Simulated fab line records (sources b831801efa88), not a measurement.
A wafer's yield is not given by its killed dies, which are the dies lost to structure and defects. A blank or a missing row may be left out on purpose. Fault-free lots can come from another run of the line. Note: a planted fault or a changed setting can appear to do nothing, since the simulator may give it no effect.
Which tool did it?    flow sky130    Sampling: 12 lots, 36 wafers, 6 of 708 route steps

## WHAT EACH GAUGE READ, for each wafer
SKY_PAD_OPEN_BOW_MEAS_13.
lot   measured      on             PAD_OPEN_BOW (um)
L075  day 46 02:59  film-metro-02  41 41 53
L077  day 46 16:33  film-metro-04  48 44 58
L080  day 47 06:03  film-metro-01  47 46 42
L081  day 48 00:13  film-metro-04  33 46 45
L083  day 48 10:44  film-metro-01  52 47 57
L085  day 48 20:53  film-metro-04  39 31 45
L087  day 49 01:32  film-metro-01  34 33 42
L089  day 49 19:28  film-metro-01  32 41 48
L090  day 50 09:19  film-metro-04  44 48 41
L093  day 50 11:06  film-metro-01  65 52 66
L095  day 50 22:14  film-metro-04  42 38 39
L097  day 51 02:50  film-metro-04  52 65 46

## WHAT TOOL EACH LOT RAN ON (gives the tool, then ch and the chambers of the sampled wafers, and finally the start)
lot   SKY_VIA2_CMP_02                SKY_METAL3_SPUTTER_04         SKY_CAPM_SPUTTER_02           SKY_METAL3_ETCH_16                 SKY_VIA3_ETCH_15
L075  cmp-01 ch 0,1,3, day 35 10:04  pvd-sputter-02, day 36 14:39  pvd-sputter-01, day 36 14:47  rie-metal-03 ch 0, day 38 19:52    rie-diel-04 ch 0,1, day 39 22:40
L077  cmp-01 ch 0,2,3, day 36 06:31  pvd-sputter-01, day 37 10:29  pvd-sputter-02, day 37 10:37  rie-metal-03 ch 0,1, day 39 13:05  rie-diel-01 ch 1,3, day 40 15:28
L080  cmp-01 ch 0,1,2, day 36 21:58  pvd-sputter-01, day 38 01:02  pvd-sputter-02, day 38 01:10  rie-metal-01 ch 0,1, day 40 04:43  rie-diel-04 ch 0,3, day 41 07:17
L081  cmp-02 ch 0,2,3, day 37 22:40  pvd-sputter-01, day 39 01:34  pvd-sputter-03, day 39 01:42  rie-metal-04 ch 0, day 41 04:58    rie-diel-02 ch 0,3, day 42 07:24
L083  cmp-01 ch 0,1,2, day 38 10:53  pvd-sputter-04, day 39 14:07  pvd-sputter-03, day 39 14:15  rie-metal-01 ch 0,1, day 41 16:13  rie-diel-04 ch 0,2,3, day 42 18:18
L085  cmp-01 ch 0,3, day 39 01:58    pvd-sputter-01, day 40 05:01  pvd-sputter-03, day 40 05:08  rie-metal-03 ch 0,1, day 42 06:14  rie-diel-01 ch 0,1,2, day 43 06:47
L087  cmp-02 ch 0,3, day 39 09:01    pvd-sputter-04, day 40 11:43  pvd-sputter-03, day 40 11:51  rie-metal-01 ch 1, day 42 13:25    rie-diel-04 ch 1,3, day 43 13:44
L089  cmp-01 ch 0,2, day 40 09:42    pvd-sputter-02, day 41 12:28  pvd-sputter-03, day 41 12:35  rie-metal-04 ch 0,1, day 43 12:13  rie-diel-01 ch 0,2,3, day 44 12:41
L090  cmp-01 ch 0,1,2, day 41 02:26  pvd-sputter-02, day 42 05:10  pvd-sputter-03, day 42 05:17  rie-metal-03 ch 0,1, day 44 04:16  rie-diel-01 ch 0,2,3, day 45 04:04
L093  cmp-01 ch 1,3, day 41 05:50    pvd-sputter-04, day 42 08:43  pvd-sputter-03, day 42 08:52  rie-metal-04 ch 0,1, day 44 07:20  rie-diel-01 ch 0,3, day 45 07:23
L095  cmp-02 ch 0,2,3, day 42 00:16  pvd-sputter-01, day 43 02:13  pvd-sputter-01, day 43 02:20  rie-metal-03 ch 0,1, day 45 00:26  rie-diel-01 ch 0,1,2, day 45 23:03
L097  cmp-01 ch 0,1,3, day 42 07:31  pvd-sputter-02, day 43 08:59  pvd-sputter-01, day 43 09:08  rie-metal-04 ch 0, day 45 06:20    rie-diel-04 ch 1,2,3, day 46 04:54
- SKY_VIA2_CMP_02: polishes SiO2.
- SKY_METAL3_SPUTTER_04: material TiN, target thk 70 nm, time 58.3 s.
- SKY_CAPM_SPUTTER_02: material TiN, target thk 200 nm, time 166.7 s.
- SKY_METAL3_ETCH_16: etches BARC in N2/H2, stops on SiO2, time 88.2 s, target depth 60 nm.
- SKY_VIA3_ETCH_15: etches SiO2 in C4F8/O2/Ar, stops on TiN, target depth 507 nm, time 78 s.

## THE ANSWER, worked out from the rows above alone
Rule: the lots themselves supply what counts as usual. The widest of any qualifying gaps counts: lots, ordered by their means at a reading, are off when they make up no more than a third of the lots, leave a main group of 4 or more, and stand apart from it by 3 or more times the standard deviation of that group's means. A main group whose means are all the same, to the digits that the tables above print for the reading, isn't used. Also off: a lot with no number at a reading for which 4 or more lots have one. Any other lot the step has rows for is counted as sound.
None of the lots is off at any reading shown; this tells nothing.

## WHAT WAS PUT IN BY THE SIMULATOR
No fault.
